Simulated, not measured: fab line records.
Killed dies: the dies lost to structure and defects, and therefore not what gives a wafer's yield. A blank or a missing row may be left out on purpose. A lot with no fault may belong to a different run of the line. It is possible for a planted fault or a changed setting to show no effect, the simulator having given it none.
What tool caused it? :: flow gf180mcu :: 12 lots (36 wafers sampled), 1 step of a 602-step route

## WHAT THE GAUGES SHOWED, per wafer
GF_MVSD_OVL_MEAS_07.
lot: L075
measured: day 4 04:15
on: overlay-02
MVSD_OVL (nm): 0.7 0.7 -0.9

lot: L077
measured: day 4 10:07
on: overlay-01
MVSD_OVL (nm): -0.9 -1.6 -0.1

lot: L079
measured: day 4 23:38
on: overlay-02
MVSD_OVL (nm): -1.2 -0.1 -1.2

lot: L081
measured: day 6 20:03
on: overlay-01
MVSD_OVL (nm): 0.8 1.3 -2.2

lot: L084
measured: day 7 00:14
on: overlay-02
MVSD_OVL (nm): -2.3 -0.6 -1.1

lot: L085
measured: day 7 00:35
on: overlay-02
MVSD_OVL (nm): 0.5 1.4 0.4

lot: L087
measured: day 7 09:44
on: overlay-01
MVSD_OVL (nm): 0.1 -2.0 -0.3

lot: L089
measured: day 8 01:30
on: overlay-01
MVSD_OVL (nm): 2.3 0.5 0.2

lot: L091
measured: day 8 12:53
on: overlay-01
MVSD_OVL (nm): 1.0 -0.2 0.2

lot: L093
measured: day 9 01:23
on: overlay-01
MVSD_OVL (nm): 0.5 3.8 -0.7

lot: L095
measured: day 9 11:45
on: overlay-01
MVSD_OVL (nm): -1.4 0.4 1.0

lot: L097
measured: day 10 02:35
on: overlay-01
MVSD_OVL (nm): -1.3 -1.8 0.0

## EACH LOT AND THE TOOL THAT RAN IT (in order: tool; ch and the chambers of the sampled wafers; start)
The record holds no process step before these readings.

## THE ANSWER, worked out from the rows above alone
Rule: usual is defined by the lots themselves. Put in order of their means at a reading, lots are off if they are a third of the lots or fewer, leave a main group of 4 or more, and stand apart from it by a gap of 3 or more times the standard deviation of the main group's means; of several such gaps the widest counts. The tables above print the reading to a certain number of digits; a main group whose means all agree to those digits is not used. Also off: a lot with no number at a reading for which 4 or more lots have one. All remaining lots with rows at the step are treated as sound.
Nothing can be told from this: no lot is off at any reading shown.

## WHAT THE SIMULATOR PUT IN
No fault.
